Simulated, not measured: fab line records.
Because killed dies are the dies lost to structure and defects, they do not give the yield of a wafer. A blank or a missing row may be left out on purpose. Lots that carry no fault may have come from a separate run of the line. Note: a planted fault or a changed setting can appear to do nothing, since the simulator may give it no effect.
Which of the tools did it? ; flow sky130 ; at 1 step of a route of 708, 7 lots with 21 wafers sampled

## WHAT THE GAUGES SHOWED, per wafer
SKY_VIA3_CD_MEAS_12: target cd 200 nm.
lot;measured;on;cd-nm (nm)
L281;day 40 11:16;cd-sem-01;199.7 199.6 200.5
L287;day 42 06:02;cd-sem-02;203.4 202.2 203.2
L291;day 43 07:29;cd-sem-02;203.9 201.7 203.2
L294;day 44 03:26;cd-sem-01;197.3 198.9 199.1
L297;day 44 12:34;cd-sem-02;200.8 201.4 200.1
L299;day 45 08:10;cd-sem-02;200.0 198.9 200.0
L301;day 45 16:53;cd-sem-01;198.8 199.3 199.9

## EACH LOT AND THE TOOL THAT RAN IT (in order: tool; ch and the chambers of the sampled wafers; start)
There is no process step in the record ahead of these readings.

## THE ANSWER, worked out from the rows above alone
Rule: what is usual is taken from the lots themselves. Put in order of their means at a reading, lots are off if they are a third of the lots or fewer, leave a main group of 4 or more, and stand apart from it by a gap of 3 or more times the standard deviation of the main group's means; of several such gaps the widest counts. The tables above print the reading to a certain number of digits; a main group whose means all agree to those digits is not used. A lot without any number at a reading at which 4 lots or more have one is off too. Where the step has rows for the other lots, those lots are counted as sound.
Nothing can be told from this: no lot is off at any reading shown.

## WHAT THE SIMULATOR HAD PUT IN
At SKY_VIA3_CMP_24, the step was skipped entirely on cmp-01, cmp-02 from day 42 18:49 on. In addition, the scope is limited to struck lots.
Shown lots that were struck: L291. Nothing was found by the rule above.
